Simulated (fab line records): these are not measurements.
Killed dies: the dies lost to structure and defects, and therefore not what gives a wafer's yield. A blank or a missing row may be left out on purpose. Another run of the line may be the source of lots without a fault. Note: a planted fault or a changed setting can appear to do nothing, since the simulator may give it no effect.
Matching of chambers    flow sky130    4 sister chambers for SKY_VIA4_CMP_02 on cmp-01
The step polishes SiO2. 4 wafers are shown with their chamber, then 12 later ones without.

## WAFERS, EACH WITH ITS CHAMBER
wafer   chamber  motor_current_A (A)
L085.4  2        13.2
L087.1  0        12.2
L087.2  1        13.3
L087.3  3        11.7

## WAFERS WITHOUT THEIR CHAMBER
wafer   motor_current_A (A)
L089.3  12.1
L089.5  12.3
L089.6  11.7
L091.2  13.1
L091.4  10.9
L091.5  11.9
L093.3  12.0
L093.4  12.1
L093.5  13.4
L094.1  11.8
L094.2  14.7
L094.5  13.9

## CHAMBER TAKEN BY EACH
wafer   from the rows above                in truth
L089.3  can't be placed: 0 or 3 or 2       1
L089.5  can't be placed: 0 or 3 or 2 or 1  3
L089.6  can't be placed: 3 or 0            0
L091.2  can't be placed: 2 or 1 or 0       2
L091.4  can't be placed: 3 or 0            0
L091.5  can't be placed: 3 or 0            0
L093.3  can't be placed: 0 or 3 or 2       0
L093.4  can't be placed: 0 or 3 or 2       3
L093.5  can't be placed: 1 or 2            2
L094.1  can't be placed: 3 or 0            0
L094.2  can't be placed: 1 or 2            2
L094.5  can't be placed: 1 or 2            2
Placed correctly: 0 of 12. These rows do not allow placing 12 (true chamber among the candidates in 11). Number placed wrongly: 0.
How it was worked out, from the rows above alone: a wafer's distance from a chamber is the root of the sum, over the readings, of the square of ((its reading less the chamber's mean) divided by the reading's scatter). If the next closest chamber is less than 2 further off than the closest, the wafer can't be placed; otherwise it belongs to the closest. The mean given for a chamber averages the wafers shown for that chamber. The scatter (one wafer shown for each chamber): square how far every hidden wafer sits from the nearest shown wafer, average those squares and take the square root.
